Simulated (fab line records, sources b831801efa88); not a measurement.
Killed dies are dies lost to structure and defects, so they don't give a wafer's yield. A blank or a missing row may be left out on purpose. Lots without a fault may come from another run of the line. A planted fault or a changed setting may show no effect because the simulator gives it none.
fab line records | flow gf180mcu
record lots=5 wafers=15 last_day=34
route steps=602 shown HV_LDD@218 NSD@235 PSD@248
lots that met no fault: from a run of the same line without faults
start_h: hours from the record's first day to the start of the lot's first wafer shown | wait_h: hours since the lot's step before | " the same as in the row above | L1.1+2: a row that stands for several wafers | - no value, or no start given | * or withheld: withheld | < > ~ a bound
route shown NAME@n: a module of which the file shows steps, and the number in the route of the first | usual: mean/standard deviation of fault-free wafers | same: alike in all rows | chamber/n: place in a boat | sites: the reading at each site | _std_site: their standard deviation | _edge_site: outer sites' mean less inner sites' | radius_mm: how far each site lies from the wafer's centre | mask NAME#n: copy n | behind: the tool/chamber that last shaped the wafer | hold: why the lot was held/for how many hours/how that ended | device: the transistor (n, p or np) that didn't switch | end of line: the same wafers' tests at the end of the route | a step without rows: its recipe alone | killed: dies lost to structure and defects at the first sort, not the wafer's yield | map: a wafer's dies, x killed, . not, _ none there
set.NAME: the setting as run; set.NAME@STEP: as run at that earlier step | model.NAME: the simulator's own value behind a step, which no gauge read
lots at some steps of the route; a table a step, a row a wafer
services: from which hour (start_h, from the record's first day; less than 0 if before it) a tool's chamber was out of use, for how many hours, and why
## steps
# step GF_HV_LDD_SOFTBAKE_42
# recipe temp_c=90 time_s=60 resist=NOVOLAK
# same time_s=60
# columns lot.wafer tool chamber start_h wait_h
L074.4+5+6 litho_track-01 0 260.37 0.1
L079.1+3+6 litho_track-03 0 302.08 0.1
L086.4+5+6 litho_track-01 0 358.07 0.1
L092.2+4+6 litho_track-04 0 407.30 0.1
L095.2+4+5 litho_track-01 0 436.97 0.1
# step GF_HV_LDD_EXPOSE_43
# recipe mask_id=Pplus_HV_AREA target_cd_nm=400 na=0.6 source_shape=conventional sigma_outer=0.6 dose_mj=140
# usual stage_vel_mm_s=499.98/0.27
# same na=0.6
# columns lot.wafer tool chamber start_h wait_h mask stage_vel_mm_s
L074.4 iline_stepper-02 0 - - Pplus_HV_AREA#0 500.01
L074.5 " 0 " " Pplus_HV_AREA#0 500.16
L074.6 " 0 " " Pplus_HV_AREA#0 500.08
L079.1 iline_stepper-02 0 - - Pplus_HV_AREA#0 500.15
L079.3 " 0 " " Pplus_HV_AREA#0 500.05
L079.6 " 0 " " Pplus_HV_AREA#0 500.20
L086.4 iline_stepper-02 0 - - Pplus_HV_AREA#0 499.78
L086.5 " 0 " " Pplus_HV_AREA#0 500.20
L086.6 " 0 " " Pplus_HV_AREA#0 500.06
L092.2 iline_stepper-01 0 - - Pplus_HV_AREA#0 499.71
L092.4 " 0 " " Pplus_HV_AREA#0 499.84
L092.6 " 0 " " Pplus_HV_AREA#0 499.81
L095.2 iline_stepper-01 0 - - Pplus_HV_AREA#0 500.22
L095.4 " 0 " " Pplus_HV_AREA#0 500.29
L095.5 " 0 " " Pplus_HV_AREA#0 500.14
# step GF_HV_LDD_PEB_44
# recipe temp_c=withheld time_s=* resist=NOVOLAK
# same time_s=*
# columns lot.wafer tool chamber start_h wait_h
L074.4+5+6 litho_track-03 0 - -
L079.1+3+6 litho_track-03 0 - -
L086.4+5+6 litho_track-01 0 - -
L092.2+4+6 litho_track-04 0 - -
L095.2+4+5 litho_track-01 0 - -
# step GF_HV_LDD_DEVELOP_45
# recipe develop_time_s=60 dev_temp_c=23
# columns lot.wafer tool chamber start_h wait_h
L074.4+5+6 litho_track-03 0 269.35 0.1
L079.1+3+6 litho_track-03 0 311.88 0.1
L086.4+5+6 litho_track-01 0 368.82 0.1
L092.2+4+6 litho_track-04 0 418.90 0.1
L095.2+4+5 litho_track-01 0 449.37 0.1
# step GF_HV_LDD_CD_MEAS_46
# recipe target_cd_nm=400
# usual cd_nm=400.5/2.7
# columns lot.wafer tool chamber start_h wait_h cd_nm
L074.4 cd_sem-02 - 269.49 0.1 401.5
L074.5 " - " " 399.8
L074.6 " - " " 399.7
L079.1 cd_sem-01 - 312.03 0.1 401.6
L079.3 " - " " 405.2
L079.6 " - " " 401.4
L086.4 cd_sem-02 - 368.96 0.1 393.3
L086.5 " - " " 397.9
L086.6 " - " " 397.2
L092.2 cd_sem-02 - 419.05 0.1 398.8
L092.4 " - " " 396.3
L092.6 " - " " 394.3
L095.2 cd_sem-01 - 449.51 0.1 399.5
L095.4 " - " " 398.4
L095.5 " - " " 401.1
# step GF_HV_LDD_OVL_MEAS_47
# usual HV_LDD_03_OVL=-1.7/1.9
# columns lot.wafer tool chamber start_h wait_h HV_LDD_03_OVL[nm]
L074.4 overlay-01 - 269.56 0.1 -1.4
L074.5 " - " " -2.0
L074.6 " - " " -2.8
L079.1 overlay-02 - 312.15 0.1 -6.9
L079.3 " - " " -5.4
L079.6 " - " " -4.8
L086.4 overlay-01 - 369.03 0.1 -2.4
L086.5 " - " " -4.6
L086.6 " - " " -3.1
L092.2 overlay-02 - 419.15 0.1 -1.3
L092.4 " - " " -1.2
L092.6 " - " " -1.1
L095.2 overlay-02 - 449.62 0.1 -2.4
L095.4 " - " " -0.1
L095.5 " - " " 0.1
# step GF_HV_LDD_IMPLANT_48
# recipe species=B energy_kev=25 dose_cm2=3e+13 tilt_deg=7
# usual beam_energy_keV=25.001/0.0075
# same implant_ion_amu=11
# columns lot.wafer tool chamber start_h wait_h beam_energy_keV
L074.4 implanter-01 0 269.98 0.4 25.012
L074.5 " 0 " " 25.001
L074.6 " 0 " " 25.002
L079.1 implanter-04 0 312.18 0.0 25.009
L079.3 " 0 " " 25.003
L079.6 " 0 " " 25.004
L086.4 implanter-04 0 369.13 0.1 25.008
L086.5 " 0 " " 25.010
L086.6 " 0 " " 25.011
L092.2 implanter-02 0 419.21 0.0 24.988
L092.4 " 0 " " 24.996
L092.6 " 0 " " 25.006
L095.2 implanter-02 0 449.68 0.0 24.997
L095.4 " 0 " " 25.000
L095.5 " 0 " " 24.982
# step GF_HV_LDD_STRIP_49
# recipe chemistry=O2/N2 power_w=1400 pressure_mtorr=1500 platen_temp_c=250 o2_flow_sccm=3000 n2_flow_sccm=300 overash_fraction=0.5
# usual drypump_motor_current_A=5.5/0.71 heater_power_w=323/32 o2_flow_sccm=2999/8.8 oes_product_au=0.715/0.0044 strip_time_to_endpoint_s=12.632/0.03
# same overash_fraction=0.5
# columns lot.wafer tool chamber start_h wait_h drypump_motor_current_A heater_power_w o2_flow_sccm oes_product_au rf_hours_counter_h strip_time_to_endpoint_s
L074.4 plasma_asher-03 1 270.09 0.1 5.0 304 2994 0.720 - 12.618
L074.5 " 0 " " 4.9 290 2993 0.719 - 12.610
L074.6 " 1 " " 5.0 304 2992 0.711 - 12.605
L079.1 plasma_asher-03 1 312.33 0.1 5.0 299 3014 0.708 64 12.619
L079.3 " 0 " " 4.9 296 3000 0.716 - 12.630
L079.6 " 0 " " 4.9 292 2998 0.720 - 12.619
L086.4 plasma_asher-03 1 369.24 0.1 4.9 313 2996 0.715 - 12.694
L086.5 " 0 " " 4.9 292 3004 0.716 - 12.627
L086.6 " 1 " " 5.0 303 3000 0.717 - 12.604
L092.2 plasma_asher-03 0 419.33 0.1 4.9 291 2996 0.713 75 12.617
L092.4 " 1 " " 5.0 302 3020 0.717 - 12.612
L092.6 " 1 " " 4.9 304 2996 0.710 - 12.660
L095.2 plasma_asher-02 1 449.80 0.1 6.0 313 3007 0.717 67 12.641
L095.4 " 0 " " 6.3 367 3004 0.715 - 12.622
L095.5 " 0 " " 6.3 370 2997 0.720 - 12.613
# step GF_HV_LDD_TW_MEAS_50
# usual HV_LDD_4_TW=574/10
# columns lot.wafer tool chamber start_h wait_h HV_LDD_4_TW
L074.4 film_metro-03 - 270.19 0.1 583
L074.5 " - " " 585
L074.6 " - " " 584
L079.1 film_metro-04 - 312.43 0.1 559
L079.3 " - " " 562
L079.6 " - " " 558
L086.4 film_metro-02 - 369.33 0.1 569
L086.5 " - " " 566
L086.6 " - " " 567
L092.2 film_metro-02 - 419.44 0.1 569
L092.4 " - " " 568
L092.6 " - " " 568
L095.2 film_metro-03 - 449.91 0.1 583
L095.4 " - " " 589
L095.5 " - " " 587
# step GF_HV_LDD_CLEAN_51
# recipe chemistry=SC1/SC2 mix=1:4:20 temp_c=70 time_s=150 dry=n2_spin
# same time_s=150
# columns lot.wafer tool chamber start_h wait_h
L074.4+5+6 wet_bench-01 0 270.22 0.0
L079.1+3+6 wet_bench-01 2 312.49 0.1
L086.4+5+6 wet_bench-02 3 369.36 0.0
L092.2+4+6 wet_bench-03 3 419.49 0.0
L095.2+4+5 wet_bench-02 0 449.96 0.0
# step GF_HV_LDD_RTA_52
# recipe temp_c=1000 time_s=10 ambient=N2
# usual lamp_power_pct=34.3/1.5 wafer_temp_C_max=1004.2/0.74
# same time_s=10
# columns lot.wafer tool chamber start_h wait_h lamp_power_pct wafer_temp_C_max
L074.4 rtp_anneal-01 0 270.30 0.0 33.3 1003.7
L074.5 " 0 " " 33.4 1003.7
L074.6 " 0 " " 33.3 1004.1
L079.1 rtp_anneal-01 0 312.54 0.0 33.4 1004.3
L079.3 " 0 " " 33.3 1004.4
L079.6 " 0 " " 33.3 1004.2
L086.4 rtp_anneal-01 0 369.48 0.1 33.4 1003.4
L086.5 " 0 " " 33.4 1003.2
L086.6 " 0 " " 33.3 1004.4
L092.2 rtp_anneal-02 0 419.56 0.0 36.5 1002.9
L092.4 " 0 " " 36.6 1003.0
L092.6 " 0 " " 36.6 1004.4
L095.2 rtp_anneal-02 0 450.02 0.0 36.6 1003.3
L095.4 " 0 " " 36.6 1003.1
L095.5 " 0 " " 36.5 1004.2
# step GF_HV_LDD_RS_MEAS_53
# recipe thk_meas_gauge=four-point-probe
# usual HV_LDD_RS=418.9/1.1
# columns lot.wafer tool chamber start_h wait_h HV_LDD_RS[ohm/sq]
L074.4 film_metro-04 - 270.39 0.1 418.4
L074.5 " - " " 417.5
L074.6 " - " " 417.8
L079.1 film_metro-02 - 312.61 0.1 420.1
L079.3 " - " " 419.8
L079.6 " - " " 418.9
L086.4 film_metro-04 - 369.61 0.1 419.2
L086.5 " - " " 417.5
L086.6 " - " " 416.5
L092.2 film_metro-02 - 419.63 0.1 419.3
L092.4 " - " " 417.6
L092.6 " - " " 419.8
L095.2 film_metro-04 - 450.10 0.1 421.5
L095.4 " - " " 420.9
L095.5 " - " " 419.5
# step GF_HV_LDD_CVD_54
# recipe material=SiO2 target_thk_nm=10 precursor=TEOS temp_c=680 time_s=75 pressure_mtorr=400
# same time_s=75
# columns lot.wafer tool chamber start_h wait_h
L074.4+5+6 lpcvd-01 1 270.45 0.0
L079.1+3+6 lpcvd-02 0 312.73 0.1
L086.4+5+6 lpcvd-02 1 369.67 0.0
L092.2+4+6 lpcvd-01 0 419.73 0.1
L095.2+4+5 lpcvd-01 1 450.20 0.1
# step GF_HV_LDD_THK_MEAS_55
# recipe reads=SiO2_of_HV_LDD_CVD_54
# usual HV_LDD_CVD_54_THK=10.05/0.15
# columns lot.wafer tool chamber start_h wait_h HV_LDD_CVD_54_THK[nm]
L074.4 film_metro-03 - 271.50 0.0 10.04
L074.5 " - " " 10.10
L074.6 " - " " 10.13
L079.1 film_metro-02 - 313.75 0.0 9.81
L079.3 " - " " 9.96
L079.6 " - " " 9.94
L086.4 film_metro-03 - 370.72 0.0 10.09
L086.5 " - " " 10.18
L086.6 " - " " 10.18
L092.2 film_metro-04 - 421.27 0.0 9.95
L092.4 " - " " 9.97
L092.6 " - " " 9.93
L095.2 film_metro-02 - 451.23 0.0 10.33
L095.4 " - " " 10.24
L095.5 " - " " 10.24
# step GF_HV_LDD_CVD_56
# recipe material=Si3N4 precursor=DCS/NH3 target_thk_nm=90 temp_c=770 time_s=1543 pressure_mtorr=250
# same time_s=1543
# columns lot.wafer tool chamber start_h wait_h
L074.4+5+6 lpcvd-02 1 271.53 0.0
L079.1+3+6 lpcvd-01 1 313.81 0.1
L086.4+5+6 lpcvd-01 1 370.75 0.0
L092.2+4+6 lpcvd-02 0 421.32 0.0
L095.2+4+5 lpcvd-01 0 451.28 0.0
# step GF_HV_LDD_THK_MEAS_57
# recipe reads=Si3N4_of_HV_LDD_CVD_56
# usual HV_LDD_CVD_56_THK=90.5/0.7
# columns lot.wafer tool chamber start_h wait_h HV_LDD_CVD_56_THK[nm]
L074.4 film_metro-04 - 273.71 0.0 90.5
L074.5 " - " " 91.2
L074.6 " - " " 91.5
L079.1 film_metro-04 - 315.24 0.0 91.2
L079.3 " - " " 90.7
L079.6 " - " " 90.3
L086.4 film_metro-02 - 372.92 0.0 89.5
L086.5 " - " " 88.7
L086.6 " - " " 88.3
L092.2 film_metro-04 - 423.48 0.0 89.2
L092.4 " - " " 89.1
L092.6 " - " " 89.4
L095.2 film_metro-03 - 452.72 0.0 90.4
L095.4 " - " " 90.7
L095.5 " - " " 91.2
# step GF_HV_LDD_ETCHBACK_58
# recipe chemistry=CH3F/O2 target=Si3N4 stop_on=SiO2 source_w=400 bias_w=80 pressure_mtorr=25 ch3f_flow_sccm=40 O2_flow_sccm=30 time_s=100 target_depth_a=900
# usual O2_flow_sccm=30.02/0.087 ch3f_flow_sccm=39.99/0.11 drypump_motor_current_A=5.5/0.35 oes_product_au=0.846/0.0058 throttle_valve_pct=10.561/0.0092
# same time_s=100
# columns lot.wafer tool chamber start_h wait_h O2_flow_sccm ch3f_flow_sccm drypump_motor_current_A oes_product_au rf_hours_counter_h throttle_valve_pct
L074.4 rie_diel-02 0 273.74 0.0 30.15 39.80 5.8 0.849 32 10.554
L074.5 " 0 " " 30.02 39.95 5.8 0.854 - 10.576
L074.6 " 1 " " 30.09 40.08 6.2 0.850 - 10.570
L079.1 rie_diel-01 2 315.30 0.1 30.08 39.92 5.9 0.851 19 10.569
L079.3 " 3 " " 29.92 39.91 6.0 0.848 8 10.572
L079.6 " 0 " " 29.86 39.95 5.4 0.846 - 10.555
L086.4 rie_diel-03 3 372.95 0.0 29.95 40.03 5.2 0.834 86 10.558
L086.5 " 2 " " 29.88 40.02 5.6 0.840 - 10.566
L086.6 " 1 " " 30.11 39.92 5.0 0.834 - 10.568
L092.2 rie_diel-03 1 423.53 0.0 30.07 39.95 5.0 0.842 73 10.568
L092.4 " 2 " " 29.99 40.05 5.5 0.844 4 10.554
L092.6 " 2 " " 30.04 40.12 5.5 0.849 - 10.566
L095.2 rie_diel-01 2 452.77 0.0 30.14 39.92 5.8 0.844 23 10.571
L095.4 " 0 " " 30.08 40.11 5.4 0.839 - 10.550
L095.5 " 2 " " 30.11 40.01 5.8 0.843 - 10.556
# step GF_NSD_DEHYDRATE_00
# recipe temp_c=200 time_s=60
# same time_s=60
# columns lot.wafer tool chamber start_h wait_h
L074.4+5+6 litho_track-04 0 283.10 9.3
L079.1+3+6 litho_track-04 0 324.98 9.6
L086.4+5+6 litho_track-01 0 383.57 10.6
L092.2+4+6 litho_track-01 0 434.22 10.7
L095.2+4+5 litho_track-01 0 463.82 11.0
# step GF_NSD_HMDS_01
# recipe prime_time_s=60 prime_temp_c=120
# columns lot.wafer tool chamber start_h wait_h
L074.4+5+6 litho_track-04 0 283.25 0.1
L079.1+3+6 litho_track-04 0 325.13 0.1
L086.4+5+6 litho_track-01 0 383.72 0.1
L092.2+4+6 litho_track-01 0 434.37 0.1
L095.2+4+5 litho_track-01 0 463.97 0.1
# step GF_NSD_COAT_02
# recipe resist=NOVOLAK spin_rpm=3000 resist_thk_nm=1000
# columns lot.wafer tool chamber start_h wait_h
L074.4+5+6 litho_track-04 0 283.40 0.1
L079.1+3+6 litho_track-04 0 325.28 0.1
L086.4+5+6 litho_track-01 0 383.87 0.1
L092.2+4+6 litho_track-01 0 434.52 0.1
L095.2+4+5 litho_track-01 0 464.12 0.1
# step GF_NSD_SOFTBAKE_03
# recipe temp_c=90 time_s=60 resist=NOVOLAK
# same time_s=60
# columns lot.wafer tool chamber start_h wait_h
L074.4+5+6 litho_track-04 0 283.55 0.1
L079.1+3+6 litho_track-04 0 325.43 0.1
L086.4+5+6 litho_track-01 0 384.02 0.1
L092.2+4+6 litho_track-01 0 434.67 0.1
L095.2+4+5 litho_track-01 0 464.27 0.1
# step GF_NSD_EXPOSE_04
# recipe mask_id=Nplus target_cd_nm=400 na=0.6 source_shape=conventional sigma_outer=0.6 dose_mj=140
# usual stage_vel_mm_s=500.01/0.24
# same na=0.6
# columns lot.wafer tool chamber start_h wait_h mask stage_vel_mm_s
L074.4 iline_stepper-02 0 - - Nplus#0 499.90
L074.5 " 0 " " Nplus#0 500.06
L074.6 " 0 " " Nplus#0 500.18
L079.1 iline_stepper-02 0 - - Nplus#0 499.65
L079.3 " 0 " " Nplus#0 499.74
L079.6 " 0 " " Nplus#0 500.04
L086.4 iline_stepper-01 0 - - Nplus#0 499.99
L086.5 " 0 " " Nplus#0 500.25
L086.6 " 0 " " Nplus#0 500.13
L092.2 iline_stepper-01 0 - - Nplus#0 499.95
L092.4 " 0 " " Nplus#0 499.72
L092.6 " 0 " " Nplus#0 500.09
L095.2 iline_stepper-02 0 - - Nplus#0 500.06
L095.4 " 0 " " Nplus#0 500.18
L095.5 " 0 " " Nplus#0 499.87
# step GF_NSD_PEB_05
# recipe temp_c=withheld time_s=* resist=NOVOLAK
# same time_s=*
# columns lot.wafer tool chamber start_h wait_h
L074.4+5+6 litho_track-04 0 - -
L079.1+3+6 litho_track-01 0 - -
L086.4+5+6 litho_track-01 0 - -
L092.2+4+6 litho_track-01 0 - -
L095.2+4+5 litho_track-02 0 - -
# step GF_NSD_DEVELOP_06
# recipe develop_time_s=60 dev_temp_c=23
# columns lot.wafer tool chamber start_h wait_h
L074.4+5+6 litho_track-04 0 293.40 0.1
L079.1+3+6 litho_track-01 0 335.75 0.1
L086.4+5+6 litho_track-01 0 395.72 0.1
L092.2+4+6 litho_track-01 0 446.77 0.1
L095.2+4+5 litho_track-02 0 476.79 0.1
# step GF_NSD_CD_MEAS_07
# recipe target_cd_nm=400
# usual cd_nm=399.2/2.1
# columns lot.wafer tool chamber start_h wait_h cd_nm
L074.4 cd_sem-01 - 293.54 0.1 398.0
L074.5 " - " " 397.2
L074.6 " - " " 398.3
L079.1 cd_sem-02 - 335.90 0.1 397.6
L079.3 " - " " 398.1
L079.6 " - " " 397.2
L086.4 cd_sem-01 - 395.86 0.1 399.0
L086.5 " - " " 398.3
L086.6 " - " " 398.0
L092.2 cd_sem-01 - 446.91 0.1 401.2
L092.4 " - " " 400.7
L092.6 " - " " 399.3
L095.2 cd_sem-01 - 476.94 0.1 401.0
L095.4 " - " " 399.4
L095.5 " - " " 398.2
# step GF_NSD_OVL_MEAS_08
# usual NSD_OVL=-0.9/1.5
# columns lot.wafer tool chamber start_h wait_h NSD_OVL[nm]
L074.4 overlay-02 - 293.62 0.1 -4.4
L074.5 " - " " -4.8
L074.6 " - " " -3.1
L079.1 overlay-02 - 336.02 0.1 0.0
L079.3 " - " " 0.7
L079.6 " - " " 0.7
L086.4 overlay-02 - 395.93 0.1 -2.0
L086.5 " - " " -1.8
L086.6 " - " " -4.1
L092.2 overlay-02 - 447.02 0.1 1.4
L092.4 " - " " 0.1
L092.6 " - " " 0.3
L095.2 overlay-02 - 477.04 0.1 -1.6
L095.4 " - " " -1.8
L095.5 " - " " -2.3
# step GF_NSD_IMPLANT_09
# recipe species=As energy_kev=58.29 dose_cm2=4e+15 tilt_deg=7
# usual beam_energy_keV=58.289/0.019
# same implant_ion_amu=75
# columns lot.wafer tool chamber start_h wait_h beam_energy_keV
L074.4 implanter-03 0 293.71 0.1 58.301
L074.5 " 0 " " 58.281
L074.6 " 0 " " 58.284
L079.1 implanter-04 0 336.05 0.0 58.283
L079.3 " 0 " " 58.251
L079.6 " 0 " " 58.284
L086.4 implanter-03 0 396.03 0.1 58.300
L086.5 " 0 " " 58.308
L086.6 " 0 " " 58.295
L092.2 implanter-04 0 447.08 0.0 58.299
L092.4 " 0 " " 58.279
L092.6 " 0 " " 58.311
L095.2 implanter-02 0 477.10 0.0 58.277
L095.4 " 0 " " 58.280
L095.5 " 0 " " 58.268
# step GF_NSD_IMPLANT_10
# recipe species=P energy_kev=40 dose_cm2=5e+14 tilt_deg=7
# usual beam_energy_keV=40.000/0.013
# same implant_ion_amu=31
# columns lot.wafer tool chamber start_h wait_h beam_energy_keV
L074.4 implanter-03 0 293.86 0.1 40.000
L074.5 " 0 " " 39.999
L074.6 " 0 " " 39.988
L079.1 implanter-04 0 336.20 0.1 40.013
L079.3 " 0 " " 40.006
L079.6 " 0 " " 39.989
L086.4 implanter-03 0 396.18 0.1 39.980
L086.5 " 0 " " 39.996
L086.6 " 0 " " 40.000
L092.2 implanter-04 0 447.23 0.1 40.026
L092.4 " 0 " " 40.010
L092.6 " 0 " " 40.033
L095.2 implanter-02 0 477.25 0.1 40.011
L095.4 " 0 " " 40.020
L095.5 " 0 " " 40.006
# step GF_NSD_STRIP_11
# recipe chemistry=O2/N2 power_w=1400 pressure_mtorr=1500 platen_temp_c=250 o2_flow_sccm=3000 n2_flow_sccm=300 overash_fraction=0.5
# usual drypump_motor_current_A=5.8/0.6 heater_power_w=345/21 o2_flow_sccm=2999/9.5 oes_product_au=0.489/0.0044 strip_time_to_endpoint_s=22.74/0.036
# same overash_fraction=0.5
# columns lot.wafer tool chamber start_h wait_h drypump_motor_current_A heater_power_w o2_flow_sccm oes_product_au rf_hours_counter_h strip_time_to_endpoint_s
L074.4 plasma_asher-01 1 293.97 0.1 5.6 386 2998 0.490 - 22.79
L074.5 " 1 " " 5.6 377 2989 0.501 - 22.80
L074.6 " 0 " " 6.8 331 2992 0.482 - 22.79
L079.1 plasma_asher-01 0 336.35 0.1 6.8 327 2999 0.476 73 22.74
L079.3 " 0 " " 6.8 328 3010 0.493 - 22.72
L079.6 " 0 " " 6.8 338 3016 0.486 - 22.74
L086.4 plasma_asher-02 1 396.28 0.1 5.9 327 2986 0.493 - 22.65
L086.5 " 0 " " 6.4 372 2989 0.493 - 22.72
L086.6 " 1 " " 6.0 312 2972 0.481 - 22.74
L092.2 plasma_asher-04 1 447.35 0.1 5.1 336 3007 0.491 34 22.71
L092.4 " 1 " " 5.2 336 2995 0.490 - 22.72
L092.6 " 1 " " 5.1 346 3001 0.495 - 22.72
L095.2 plasma_asher-01 1 477.37 0.1 5.6 371 2997 0.495 87 22.71
L095.4 " 1 " " 5.6 363 2991 0.491 - 22.72
L095.5 " 0 " " 6.8 326 3004 0.482 - 22.73
# step GF_NSD_TW_MEAS_12
# usual NSD_TW=4205/29
# columns lot.wafer tool chamber start_h wait_h NSD_TW
L074.4 film_metro-01 - 294.06 0.1 4235
L074.5 " - " " 4233
L074.6 " - " " 4232
L079.1 film_metro-01 - 336.45 0.1 4224
L079.3 " - " " 4182
L079.6 " - " " 4198
L086.4 film_metro-01 - 396.38 0.1 4215
L086.5 " - " " 4224
L086.6 " - " " 4210
L092.2 film_metro-01 - 447.46 0.1 4234
L092.4 " - " " 4221
L092.6 " - " " 4231
L095.2 film_metro-01 - 477.48 0.1 4200
L095.4 " - " " 4167
L095.5 " - " " 4202
# step GF_PSD_DEHYDRATE_00
# recipe temp_c=200 time_s=60
# same time_s=60
# columns lot.wafer tool chamber start_h wait_h
L074.4+5+6 litho_track-04 0 303.80 9.7
L079.1+3+6 litho_track-02 0 346.82 10.4
L086.4+5+6 litho_track-02 0 407.19 10.8
L092.2+4+6 litho_track-04 0 458.85 11.4
L095.2+4+5 litho_track-04 0 488.60 11.1
# step GF_PSD_HMDS_01
# recipe prime_time_s=60 prime_temp_c=120
# columns lot.wafer tool chamber start_h wait_h
L074.4+5+6 litho_track-04 0 303.95 0.1
L079.1+3+6 litho_track-02 0 346.97 0.1
L086.4+5+6 litho_track-02 0 407.34 0.1
L092.2+4+6 litho_track-04 0 459.00 0.1
L095.2+4+5 litho_track-04 0 488.75 0.1
# step GF_PSD_COAT_02
# recipe resist=NOVOLAK spin_rpm=3000 resist_thk_nm=1000
# columns lot.wafer tool chamber start_h wait_h
L074.4+5+6 litho_track-04 0 304.10 0.1
L079.1+3+6 litho_track-02 0 347.12 0.1
L086.4+5+6 litho_track-02 0 407.49 0.1
L092.2+4+6 litho_track-04 0 459.15 0.1
L095.2+4+5 litho_track-04 0 488.90 0.1
# step GF_PSD_SOFTBAKE_03
# recipe temp_c=90 time_s=60 resist=NOVOLAK
# same time_s=60
# columns lot.wafer tool chamber start_h wait_h
L074.4+5+6 litho_track-04 0 304.25 0.1
L079.1+3+6 litho_track-02 0 347.27 0.1
L086.4+5+6 litho_track-02 0 407.64 0.1
L092.2+4+6 litho_track-04 0 459.30 0.1
L095.2+4+5 litho_track-04 0 489.05 0.1
# step GF_PSD_EXPOSE_04
# recipe mask_id=Pplus target_cd_nm=400 na=0.6 source_shape=conventional sigma_outer=0.6 dose_mj=140
# usual stage_vel_mm_s=499.98/0.25
# same na=0.6
# columns lot.wafer tool chamber start_h wait_h mask stage_vel_mm_s
L074.4 iline_stepper-01 0 - - Pplus#0 499.66
L074.5 " 0 " " Pplus#0 499.96
L074.6 " 0 " " Pplus#0 500.00
L079.1 iline_stepper-02 0 - - Pplus#0 500.00
L079.3 " 0 " " Pplus#0 500.50
L079.6 " 0 " " Pplus#0 500.15
L086.4 iline_stepper-02 0 - - Pplus#0 500.26
L086.5 " 0 " " Pplus#0 499.98
L086.6 " 0 " " Pplus#0 500.14
L092.2 iline_stepper-02 0 - - Pplus#0 500.17
L092.4 " 0 " " Pplus#0 499.87
L092.6 " 0 " " Pplus#0 500.06
L095.2 iline_stepper-01 0 - - Pplus#0 499.88
L095.4 " 0 " " Pplus#0 499.70
L095.5 " 0 " " Pplus#0 500.10
# step GF_PSD_PEB_05
# recipe temp_c=withheld time_s=* resist=NOVOLAK
# same time_s=*
# columns lot.wafer tool chamber start_h wait_h
L074.4+5+6 litho_track-02 0 - -
L079.1+3+6 litho_track-03 0 - -
L086.4+5+6 litho_track-04 0 - -
L092.2+4+6 litho_track-04 0 - -
L095.2+4+5 litho_track-03 0 - -
# step GF_PSD_DEVELOP_06
# recipe develop_time_s=60 dev_temp_c=23
# columns lot.wafer tool chamber start_h wait_h
L074.4+5+6 litho_track-02 0 313.89 0.1
L079.1+3+6 litho_track-03 0 358.62 0.1
L086.4+5+6 litho_track-04 0 419.25 0.1
L092.2+4+6 litho_track-04 0 471.10 0.1
L095.2+4+5 litho_track-03 0 501.05 0.1
# step GF_PSD_CD_MEAS_07
# recipe target_cd_nm=400
# usual cd_nm=400.0/2.3
# columns lot.wafer tool chamber start_h wait_h cd_nm
L074.4 cd_sem-01 - 314.03 0.1 398.4
L074.5 " - " " 398.0
L074.6 " - " " 398.6
L079.1 cd_sem-02 - 358.77 0.1 399.8
L079.3 " - " " 401.2
L079.6 " - " " 401.1
L086.4 cd_sem-02 - 419.39 0.1 399.5
L086.5 " - " " 399.9
L086.6 " - " " 400.7
L092.2 cd_sem-02 - 471.25 0.1 398.9
L092.4 " - " " 402.0
L092.6 " - " " 402.3
L095.2 cd_sem-02 - 501.19 0.1 399.2
L095.4 " - " " 400.2
L095.5 " - " " 401.7
# step GF_PSD_OVL_MEAS_08
# usual PSD_OVL=0.1/1.3
# columns lot.wafer tool chamber start_h wait_h PSD_OVL[nm]
L074.4 overlay-01 - 314.11 0.1 -0.1
L074.5 " - " " -1.1
L074.6 " - " " 0.0
L079.1 overlay-01 - 358.89 0.1 2.7
L079.3 " - " " 2.9
L079.6 " - " " 2.8
L086.4 overlay-01 - 419.46 0.1 0.6
L086.5 " - " " 1.1
L086.6 " - " " 0.2
L092.2 overlay-02 - 471.35 0.1 0.1
L092.4 " - " " 0.0
L092.6 " - " " -0.8
L095.2 overlay-02 - 501.30 0.1 -0.6
L095.4 " - " " -2.9
L095.5 " - " " -1.4
# step GF_PSD_IMPLANT_09
# recipe species=BF2 energy_kev=40 dose_cm2=1.5e+15 tilt_deg=7
# usual beam_energy_keV=40.000/0.013
# same implant_ion_amu=49
# columns lot.wafer tool chamber start_h wait_h beam_energy_keV
L074.4 implanter-01 0 314.20 0.1 39.964
L074.5 " 0 " " 39.999
L074.6 " 0 " " 39.998
L079.1 implanter-02 0 358.93 0.0 40.003
L079.3 " 0 " " 39.991
L079.6 " 0 " " 39.988
L086.4 implanter-03 0 419.56 0.1 39.999
L086.5 " 0 " " 40.002
L086.6 " 0 " " 39.989
L092.2 implanter-02 0 471.41 0.0 40.022
L092.4 " 0 " " 40.032
L092.6 " 0 " " 40.021
L095.2 implanter-03 0 501.35 0.0 40.021
L095.4 " 0 " " 40.002
L095.5 " 0 " " 39.982
## services
# columns tool chamber start_h hours kind
rtp_anneal-02 - 236.56 0.6 pm
implanter-01 - 239.09 5.7 pm
rie_diel-01 3 240.64 2.8 repair
rie_diel-01 3 245.11 2.6 repair
implanter-02 - 245.95 100.2 pm
iline_stepper-02 - 253.86 2.1 pm
lpcvd-02 - 262.88 2.8 pm
implanter-04 - 268.17 30.7 repair
rtp_anneal-01 - 281.41 3.7 pm
iline_stepper-01 - 330.04 2.1 pm
iline_stepper-01 - 332.37 1.7 pm
plasma_asher-03 - 333.60 3.8 repair
implanter-04 - 345.29 10.2 repair
iline_stepper-02 - 352.41 1.7 pm
lpcvd-01 - 386.27 6.0 pm
plasma_asher-03 - 421.25 9.0 pm
plasma_asher-03 - 432.21 2.2 repair
implanter-02 - 433.18 1.9 repair
implanter-02 - 442.21 6.4 repair
implanter-04 - 444.71 1.3 repair
implanter-04 - 448.76 1.7 repair
implanter-04 - 467.21 1.4 repair
implanter-03 - 479.68 5.2 repair
iline_stepper-02 - 490.35 1.8 repair
## key
fault none
